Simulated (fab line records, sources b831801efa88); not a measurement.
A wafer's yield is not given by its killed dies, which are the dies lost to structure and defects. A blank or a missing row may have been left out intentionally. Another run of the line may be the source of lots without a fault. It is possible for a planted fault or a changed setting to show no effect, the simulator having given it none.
Matching of chambers | flow gf180mcu | rie_diel-01 running GF_V2_ETCH_16: 4 sister chambers
The step etches BARC in N2/H2. 4 wafers are shown with their chamber, then 7 later ones without.

== WAFERS PAIRED WITH THEIR CHAMBERS ==
wafer  | chamber | drypump_motor_current_A (A)
L086.4 | 2       | 6.5
L088.6 | 0       | 6.7
L089.1 | 3       | 5.6
L089.4 | 1       | 4.9

== WAFERS MISSING THEIR CHAMBER ==
wafer  | drypump_motor_current_A (A)
L089.5 | 4.9
L090.1 | 4.9
L090.2 | 6.7
L090.4 | 5.6
L096.3 | 6.5
L096.4 | 6.6
L096.5 | 4.9

== WHICH CHAMBER EACH ONE RAN IN ==
wafer  | from the rows above     | in truth
L089.5 | 1                       | 1
L090.1 | 1                       | 1
L090.2 | 0                       | 0
L090.4 | 3                       | 3
L096.3 | 2                       | 2
L096.4 | can't be placed: 2 or 0 | 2
L096.5 | 1                       | 1
Correct placement for 6 of the 7. From these rows, 1 cannot be placed; in 1 the true chamber is one of the candidates. Wrongly placed: 0.
How it was worked out, from the rows above alone: a wafer's distance from a chamber is the root of the sum, over the readings, of the square of ((its reading less the chamber's mean) divided by the reading's scatter). The wafer belongs to the nearest chamber; if the next one is less than 2 further off, it can't be placed. For every chamber, the mean is computed from those of its wafers that are shown. The scatter (one wafer shown for each chamber): square how far every hidden wafer sits from the nearest shown wafer, average those squares and take the square root.
